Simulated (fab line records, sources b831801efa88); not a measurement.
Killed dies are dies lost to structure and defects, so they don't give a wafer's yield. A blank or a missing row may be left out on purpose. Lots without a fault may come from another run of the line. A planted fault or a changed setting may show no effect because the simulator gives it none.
Tool commonality check | flow gf180mcu | 13 lots, 45 wafers sampled

WHY IT WAS OPENED
At GF_SALICIDE_RS_MEAS_04 the reading SALICIDE_TIN_RS is flagged on 2 of 13 lots. Wafers without a fault read 16.27 ohm/sq, standard deviation 0.25.
Rule: a lot is flagged when every wafer of it that has a number lies more than 4 standard deviations from that mean, or none has a number. The other lots count as sound.

lot  | measured     | on            | SALICIDE_TIN_RS (ohm/sq), wafer by wafer | flag
L852 | day 15 01:22 | film_metro-04 | 16.15 15.91 15.98                        |
L853 | day 15 06:37 | film_metro-01 | 16.10 15.99 15.97                        |
L854 | day 15 20:39 | film_metro-01 | 8.47 8.39 8.57 8.47 8.42 8.57            | FLAGGED
L855 | day 16 06:05 | film_metro-01 | 16.15 15.95 16.12                        |
L861 | day 18 11:04 | film_metro-01 | 8.29 8.37 8.47 8.30 8.37 8.44            | FLAGGED
L863 | day 19 05:25 | film_metro-04 | 16.32 16.27 16.48                        |
L867 | day 20 14:38 | film_metro-01 | 16.18 16.31 16.08                        |
L868 | day 20 23:19 | film_metro-04 | 16.61 16.73 16.62                        |
L869 | day 21 06:10 | film_metro-02 | 16.49 16.37 16.65                        |
L870 | day 21 13:16 | film_metro-01 | 16.23 15.90 16.19                        |
L871 | day 21 20:25 | film_metro-01 | 15.76 16.05 16.10                        |
L872 | day 22 06:29 | film_metro-02 | 16.64 16.59 16.24                        |
L874 | day 23 00:31 | film_metro-04 | 16.07 16.09 16.52                        |
The numbers of the flagged lots are 8.43 ohm/sq on average: -7.84 ohm/sq against the usual, or -31 standard deviations.

WHICH TOOL RAN EACH LOT
The record holds 1 process step before the reading, out of a route of 602 steps. In each cell: the tool, then ch and the chambers that the sampled wafers went through, then the start.
lot  | flag    | GF_SALICIDE_SPUTTER_02
L852 |         | pvd_sputter-04, day 15 01:19
L853 |         | pvd_sputter-04, day 15 06:34
L854 | FLAGGED | pvd_sputter-02, day 15 20:24
L855 |         | pvd_sputter-02, day 16 06:00
L861 | FLAGGED | pvd_sputter-04, day 18 10:40
L863 |         | pvd_sputter-01, day 19 05:20
L867 |         | pvd_sputter-01, day 20 14:35
L868 |         | pvd_sputter-01, day 20 23:15
L869 |         | pvd_sputter-01, day 21 06:06
L870 |         | pvd_sputter-01, day 21 13:11
L871 |         | pvd_sputter-04, day 21 20:20
L872 |         | pvd_sputter-02, day 22 06:23
L874 |         | pvd_sputter-02, day 23 00:26
What these steps do:
- GF_SALICIDE_SPUTTER_02: material Co, target thk 10 nm, time 20 s.
- GF_SALICIDE_RS_MEAS_04: measures by four-point-probe.

FLAGGED OVER TOTAL, TOOL BY TOOL (the gauges that took the reading come last)
step                   | tool           | lots run | flagged | share of the flagged lots | sound lots run after its first flagged lot
GF_SALICIDE_SPUTTER_02 | pvd_sputter-01 | 5        | 0       | none                      | -
GF_SALICIDE_SPUTTER_02 | pvd_sputter-02 | 4        | 1       | some                      | 3 (L855,L872,L874)
GF_SALICIDE_SPUTTER_02 | pvd_sputter-04 | 4        | 1       | some                      | 1 (L871)
GF_SALICIDE_RS_MEAS_04 | film_metro-01  | 7        | 2       | all                       | 4 (L855,L867,L870,L871)
GF_SALICIDE_RS_MEAS_04 | film_metro-02  | 2        | 0       | none                      | -
GF_SALICIDE_RS_MEAS_04 | film_metro-04  | 4        | 0       | none                      | -

WHAT THE TABLE ALLOWS
1 row of the table ran every flagged lot: film_metro-01 at GF_SALICIDE_RS_MEAS_04.
- film_metro-01 at GF_SALICIDE_RS_MEAS_04: 2 of its 7 lots flagged. Sound lots ran on it after the first flagged one (L855, L867, L870, L871), which a lasting fault on the whole tool wouldn't allow.
No row of the table ran every flagged lot and no sound lot after the first.

WHAT THE SIMULATOR HAD PUT IN
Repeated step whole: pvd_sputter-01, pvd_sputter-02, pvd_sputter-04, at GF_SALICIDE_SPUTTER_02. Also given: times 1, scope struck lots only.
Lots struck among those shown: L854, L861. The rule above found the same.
